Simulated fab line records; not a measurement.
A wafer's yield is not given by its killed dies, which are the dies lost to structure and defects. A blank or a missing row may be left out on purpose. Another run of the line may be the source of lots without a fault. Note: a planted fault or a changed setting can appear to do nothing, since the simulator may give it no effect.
Chamber matching    flow gf180mcu    GF_V5_ETCH_16 on rie diel-03 has 4 sister chambers
The step etches BARC in N2/H2. 8 wafers are shown with their chamber, then 7 later ones without.

## WAFERS WITH THEIR CHAMBER
wafer   chamber  throttle valve pct (%)  chamber pressure mTorr (mTorr)
L662.3  1        13.074                  30.599
L666.2  1        13.077                  30.578
L666.5  0        13.076                  30.614
L667.2  0        13.079                  30.615
L667.4  3        13.074                  30.595
L667.6  2        13.075                  30.611
L668.3  2        13.069                  30.568
L668.5  3        13.073                  30.627

## WAFERS MISSING THEIR CHAMBER
wafer   throttle valve pct (%)  chamber pressure mTorr (mTorr)
L668.6  13.071                  30.583
L676.2  13.077                  30.631
L676.4  13.083                  30.655
L676.5  13.060                  30.562
L678.2  13.078                  30.640
L678.3  13.083                  30.613
L678.4  13.065                  30.544

## THE CHAMBER EACH PASSED THROUGH
wafer   from the rows above                in truth
L668.6  can't be placed: 2 or 3 or 1       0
L676.2  can't be placed: 0 or 3 or 1 or 2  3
L676.4  can't be placed: 0 or 3 or 1       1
L676.5  can't be placed: 2 or 3 or 1       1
L678.2  can't be placed: 0 or 3 or 1       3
L678.3  can't be placed: 0 or 1 or 3       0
L678.4  can't be placed: 2 or 1 or 3       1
Placed correctly: 0 of 7. These rows do not allow placing 7 (true chamber among the candidates in 6). 0 placed wrongly.
How it was worked out, from the rows above alone: a wafer's distance from a chamber is the root of the sum, over the readings, of the square of ((its reading less the chamber's mean) divided by the reading's scatter). The wafer belongs to the nearest chamber; if the next one is less than 2 further off, it can't be placed. For every chamber, the mean is computed from those of its wafers that are shown. The scatter is the square root of a quotient: the sum, over the shown wafers, of each reading's squared deviation from its chamber's mean, divided by wafers minus chambers.
